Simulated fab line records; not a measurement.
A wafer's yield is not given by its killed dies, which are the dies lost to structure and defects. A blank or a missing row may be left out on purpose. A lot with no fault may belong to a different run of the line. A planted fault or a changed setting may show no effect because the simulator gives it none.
fab line records | flow gf180mcu
record lots=6 wafers=18 lastDay=34
route steps=602 shown TOP_METAL@571
lots untouched by any fault: they come from a run of this same line in which no faults occurred
startH: hours from the record's first day to the start of the lot's first wafer shown | waitH: how many hours have passed since the lot's step before this one | " unchanged from the row above | L1.1+2: several wafers, shown together as one row | - value missing, or start not given | * or withheld: withheld | < > ~ a bound
route shown NAME@n: NAME is a module with steps in the file, n the number in the route of the first one | usual: the fault-free wafers' mean and standard deviation | same: alike in all rows | chamber/n: place in a boat | sites: the reading at each site | _std_site: their standard deviation | _edge_site: mean of outer sites minus mean of inner sites | radiusMm: for every site, how far away it sits from the centre of the wafer | mask NAME#n: copy n | behind: tool/chamber where the wafer was last shaped | hold: the reason the lot was held/the length of the hold in hours/how it ended | device: the transistor (n, p or np) that didn't switch | end of line: the tests these same wafers got at the end of their route | a step without rows: its recipe alone | killed: dies lost to structure and defects at the first sort, not the wafer's yield | map: a wafer's dies, x killed, . not, _ none there
set.NAME: the setting that was run; set.NAME@STEP: the one run at that earlier step | model.NAME: the simulator's own value behind a step, which no gauge read
lots seen at some steps along the route; tables by step, rows by wafer
services: when a tool's chamber went out of use (startH, in hours from the record's first day, below 0 if earlier), for how many hours, and the reason
## steps
# step GF_TOP_METAL_SPUTTER_04
# recipe material=TiN targetThkNm=25 powerW=6500 timeS=20.8 chamberPressurePa=0.4
# usual throttleValvePct=30.0/0.8
# columns lot.wafer tool chamber startH waitH throttleValvePct
L321.3 pvdSputter-04 - 683.49 0.0 29.3
L321.5 " - " " 29.4
L321.6 " - " " 29.1
L333.2 pvdSputter-03 - 758.50 0.0 30.0
L333.4 " - " " 30.1
L333.6 " - " " 29.8
L334.3 pvdSputter-03 - 765.30 0.0 29.2
L334.5 " - " " 29.7
L334.6 " - " " 29.4
L336.2 pvdSputter-03 - 775.02 0.0 29.6
L336.5 " - " " 29.3
L336.6 " - " " 29.7
L337.1 pvdSputter-03 - 780.67 0.0 29.3
L337.2 " - " " 29.2
L337.5 " - " " 29.2
L338.1 pvdSputter-01 - 790.11 0.0 30.0
L338.3 " - " " 30.8
L338.4 " - " " 30.6
# step GF_TOP_METAL_RS_MEAS_05
# recipe thkMeasGauge=four-point-probe reads=TiN_of_TOP_METAL_SPUTTER_04+Ti_of_TOP_METAL_SPUTTER_03+AlCu_of_TOP_METAL_SPUTTER_02+TiN_of_TOP_METAL_SPUTTER_01+Ti_of_TOP_METAL_SPUTTER_00
# usual TOP_METAL_ALCU_RS=0.0326/0.00035
# columns lot.wafer tool chamber startH waitH TOP_METAL_ALCU_RS[ohm/sq]
L321.3 filmMetro-01 - 683.56 0.1 0.0324
L321.5 " - " " 0.0326
L321.6 " - " " 0.0324
L333.2 filmMetro-04 - 758.55 0.0 0.0326
L333.4 " - " " 0.0326
L333.6 " - " " 0.0327
L334.3 filmMetro-04 - 765.37 0.1 0.0330
L334.5 " - " " 0.0327
L334.6 " - " " 0.0332
L336.2 filmMetro-04 - 775.07 0.0 0.0326
L336.5 " - " " 0.0330
L336.6 " - " " 0.0325
L337.1 filmMetro-01 - 780.70 0.0 0.0327
L337.2 " - " " 0.0330
L337.5 " - " " 0.0325
L338.1 filmMetro-01 - 790.14 0.0 0.0326
L338.3 " - " " 0.0319
L338.4 " - " " 0.0328
# step GF_TOP_METAL_THK_MEAS_06
# recipe thkMeasGauge=xrf reads=AlCu_of_TOP_METAL_SPUTTER_02
# usual TOP_METAL_ALCU_THK=928/12
# columns lot.wafer tool chamber startH waitH TOP_METAL_ALCU_THK[nm]
L321.3 filmMetro-01 - 683.66 0.1 933
L321.5 " - " " 931
L321.6 " - " " 933
L333.2 filmMetro-04 - 758.66 0.1 922
L333.4 " - " " 928
L333.6 " - " " 926
L334.3 filmMetro-04 - 765.47 0.1 914
L334.5 " - " " 924
L334.6 " - " " 909
L336.2 filmMetro-04 - 775.18 0.1 924
L336.5 " - " " 910
L336.6 " - " " 922
L337.1 filmMetro-01 - 780.82 0.1 925
L337.2 " - " " 918
L337.5 " - " " 933
L338.1 filmMetro-01 - 790.26 0.1 930
L338.3 " - " " 953
L338.4 " - " " 927
# step GF_TOP_METAL_DEHYDRATE_07
# recipe tempC=200 timeS=60
# step GF_TOP_METAL_HMDS_08
# recipe primeTimeS=60 primeTempC=120
# step GF_TOP_METAL_COAT_09
# recipe resist=NOVOLAK spinRpm=3000 resistThkNm=1500
# step GF_TOP_METAL_SOFTBAKE_10
# recipe tempC=90 timeS=60 resist=NOVOLAK
# step GF_TOP_METAL_EXPOSE_11
# recipe maskId=MetalTop targetCdNm=440 na=0.6 sourceShape=conventional sigmaOuter=0.6 doseMj=170
# step GF_TOP_METAL_PEB_12
# recipe tempC=withheld timeS=* resist=NOVOLAK
# step GF_TOP_METAL_DEVELOP_13
# recipe developTimeS=60 devTempC=23
# step GF_TOP_METAL_CD_MEAS_14
# recipe targetCdNm=440
# usual cdNm=440.7/2.3
# columns lot.wafer tool chamber startH waitH cdNm
L321.3 cdSem-01 - 702.57 0.1 437.7
L321.5 " - " " 436.5
L321.6 " - " " 439.8
L333.2 cdSem-01 - 774.52 0.1 441.3
L333.4 " - " " 442.7
L333.6 " - " " 443.0
L334.3 cdSem-01 - 780.90 0.1 441.8
L334.5 " - " " 442.8
L334.6 " - " " 441.8
L336.2 cdSem-02 - 790.75 0.1 441.4
L336.5 " - " " 441.6
L336.6 " - " " 443.7
L337.1 cdSem-01 - 796.55 0.1 441.5
L337.2 " - " " 443.9
L337.5 " - " " 439.6
L338.1 cdSem-02 - 805.18 0.1 440.7
L338.3 " - " " 438.8
L338.4 " - " " 440.4
# step GF_TOP_METAL_OVL_MEAS_15
# usual TOP_METAL_OVL=-0.7/1.3
# columns lot.wafer tool chamber startH waitH TOP_METAL_OVL[nm]
L321.3 overlay-02 - 702.66 0.1 -1.9
L321.5 " - " " 1.0
L321.6 " - " " 0.0
L333.2 overlay-01 - 774.63 0.1 1.0
L333.4 " - " " 1.5
L333.6 " - " " 0.5
L334.3 overlay-02 - 781.00 0.1 -1.1
L334.5 " - " " -0.4
L334.6 " - " " -0.5
L336.2 overlay-01 - 790.86 0.1 -1.7
L336.5 " - " " -1.2
L336.6 " - " " -2.7
L337.1 overlay-02 - 796.67 0.1 0.6
L337.2 " - " " 0.9
L337.5 " - " " -0.5
L338.1 overlay-01 - 805.30 0.1 -0.2
L338.3 " - " " -0.7
L338.4 " - " " 1.1
# step GF_TOP_METAL_METAL_ETCH_16
# recipe chemistry=Cl2/BCl3 maskMaterial=NOVOLAK targetDepthNm=1077.5 stopOn=SiO2 pressureMtorr=8 icpW=800 biasW=140 Cl2_flow_sccm=80 bcl3FlowSccm=40 timeS=179.6
# usual bcl3FlowSccm=40.00/0.13 biasW=140.0/0.42 drypumpMotorCurrentA=5.8/0.52 heBacksideLeakSccm=3.27/0.23 oesProductAu=0.967/0.0071 throttleValvePct=28.255/0.01
# columns lot.wafer tool chamber startH waitH bcl3FlowSccm biasW drypumpMotorCurrentA heBacksideLeakSccm oesProductAu rfHoursCounterH throttleValvePct model.NOVOLAK_of_TOP_METAL_COAT_09.thkNm
L321.3 rieMetal-01 0 702.75 0.1 39.99 139.7 6.0 3.14 0.970 - 28.252 1080
L321.5 " 0 " " 39.98 140.2 6.0 3.47 0.962 - 28.252 1086
L321.6 " 1 " " 40.10 139.2 6.1 3.08 0.964 - 28.264 1074
L333.2 rieMetal-02 0 774.66 0.0 - - - - - - - 1508
L333.4 " 1 " " - - - - - - - 1512
L333.6 " 1 " " - - - - - - - 1503
L334.3 rieMetal-03 1 781.08 0.1 - - - - - - - 1510
L334.5 " 1 " " - - - - - - - 1507
L334.6 " 0 " " - - - - - - - 1506
L336.2 rieMetal-02 0 790.89 0.0 39.98 139.7 5.2 2.99 0.965 10 28.245 1083
L336.5 " 1 " " 40.19 140.3 5.6 3.26 0.968 - 28.254 1068
L336.6 " 0 " " 40.00 139.5 5.2 3.04 0.965 - 28.251 1088
L337.1 rieMetal-03 0 796.71 0.0 39.94 140.4 6.7 3.28 0.958 3 28.275 1056
L337.2 " 0 " " 39.83 139.8 6.6 3.16 0.960 - 28.266 1056
L337.5 " 0 " " 39.97 140.4 6.6 2.99 0.966 - 28.252 1054
L338.1 rieMetal-02 0 805.34 0.0 39.92 139.0 5.2 2.96 0.963 11 28.268 1080
L338.3 " 1 " " 39.87 140.7 5.6 3.32 0.987 - 28.250 1063
L338.4 " 0 " " 40.08 139.4 5.2 3.04 0.956 - 28.260 1079
# step GF_TOP_METAL_STRIP_17
# recipe chemistry=O2/N2 powerW=1400 pressureMtorr=1500 platenTempC=250 o2FlowSccm=3000 n2FlowSccm=300 overashFraction=0.5
# usual drypumpMotorCurrentA=5.9/0.34 heaterPowerW=318/29 n2FlowSccm=300.0/1 o2FlowSccm=3002/8.9 oesProductAu=0.711/0.0045 stripTimeToEndpointS=13.47/0.11
# same overashFraction=0.5
# columns lot.wafer tool chamber startH waitH drypumpMotorCurrentA heaterPowerW n2FlowSccm o2FlowSccm oesProductAu rfHoursCounterH stripTimeToEndpointS
L321.3 plasmaAsher-02 0 702.90 0.1 5.8 308 297.3 3018 0.714 - 13.57
L321.5 " 1 " " 6.0 333 298.5 3001 0.708 - 13.66
L321.6 " 0 " " 5.9 308 298.0 3020 0.713 - 13.52
L333.2 plasmaAsher-02 1 774.83 0.1 6.0 333 300.6 2996 0.720 39 18.33
L333.4 " 0 " " 5.8 311 298.7 3000 0.712 - 18.36
L333.6 " 1 " " 6.0 334 298.4 3004 0.716 - 18.26
L334.3 plasmaAsher-01 1 781.23 0.1 6.1 311 301.2 2993 0.712 - 18.35
L334.5 " 1 " " 6.1 306 300.7 2996 0.723 - 18.31
L334.6 " 0 " " 5.4 315 299.3 3005 0.719 - 18.28
L336.2 plasmaAsher-01 1 791.06 0.1 6.1 312 300.7 3003 0.702 70 13.61
L336.5 " 0 " " 5.4 324 301.3 3002 0.719 - 13.43
L336.6 " 1 " " 6.1 321 300.5 3007 0.711 - 13.66
L337.1 plasmaAsher-01 0 797.06 0.3 5.4 316 298.5 3018 0.705 71 13.30
L337.2 " 1 " " 6.1 301 300.0 2993 0.716 71 13.29
L337.5 " 0 " " 5.4 323 298.3 3013 0.709 - 13.26
L338.1 plasmaAsher-03 1 805.57 0.2 6.7 399 297.9 3007 0.718 104 13.57
L338.3 " 1 " " 6.7 398 300.0 3014 0.718 - 13.37
L338.4 " 0 " " 6.1 247 301.4 3004 0.707 - 13.55
# step GF_TOP_METAL_STRIP_18
# recipe chemistry=postEtchResidueRemover timeS=1200 tempC=72.5
## services
# columns tool chamber startH hours kind
pvdSputter-04 - 675.54 7.7 repair
pvdSputter-01 1 677.14 - consumableReplace:kit
pvdSputter-01 1 677.14 18.0 scheduledDown
pvdSputter-01 1 677.14 18.0 ventCycle
rieMetal-03 0 706.73 - clean
rieMetal-03 0 706.73 25.5 scheduledDown
rieMetal-03 0 706.73 25.5 ventCycle
pvdSputter-01 - 746.95 3.4 repair
pvdSputter-04 2 750.53 - consumableReplace:kit
pvdSputter-04 2 750.53 18.0 scheduledDown
pvdSputter-04 2 750.53 18.0 ventCycle
plasmaAsher-03 - 759.41 15.6 pm
rieMetal-03 - 769.08 0.8 repair
plasmaAsher-03 - 776.29 0.7 repair
pvdSputter-01 0 791.73 - consumableReplace:kit
pvdSputter-01 0 791.73 18.0 scheduledDown
pvdSputter-01 0 791.73 18.0 ventCycle
plasmaAsher-02 - 794.09 6.6 repair
rieMetal-03 1 794.92 - clean
rieMetal-03 1 794.92 18.3 scheduledDown
rieMetal-03 1 794.92 18.3 ventCycle
## key
firstSign step=GF_TOP_METAL_METAL_ETCH_16 reading=toolRecord direction=missing
effect step=GF_TOP_METAL_STRIP_17 reading=stripTimeToEndpointS direction=up sigmas=44 usual=* struck=*
modelEffect step=GF_TOP_METAL_METAL_ETCH_16 value=NOVOLAK_of_TOP_METAL_COAT_09.thkNm without=1075 struck=1508
metAt GF_TOP_METAL_METAL_ETCH_16
struckWafers L333.2,L333.4,L333.6,L334.3,L334.5,L334.6
laterRowsLeftOut L333.2,L333.4,L333.6,L334.3,L334.5,L334.6
sortLeftOut L333.2,L333.4,L333.6,L334.3,L334.5,L334.6
fault kind=skippedStepWhole tool=rieMetal-02,rieMetal-03 chamber=- onsetH=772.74 steps=GF_TOP_METAL_METAL_ETCH_16 scope=struckLotsOnly
# sortLeftOut: the simulated sort isn't trusted on such a fault, so these wafers' sort isn't shown, and their yield isn't known
# laterRowsLeftOut: the simulator's readings of these wafers behind a module that went badly wrong aren't trusted and aren't shown, but for the sort
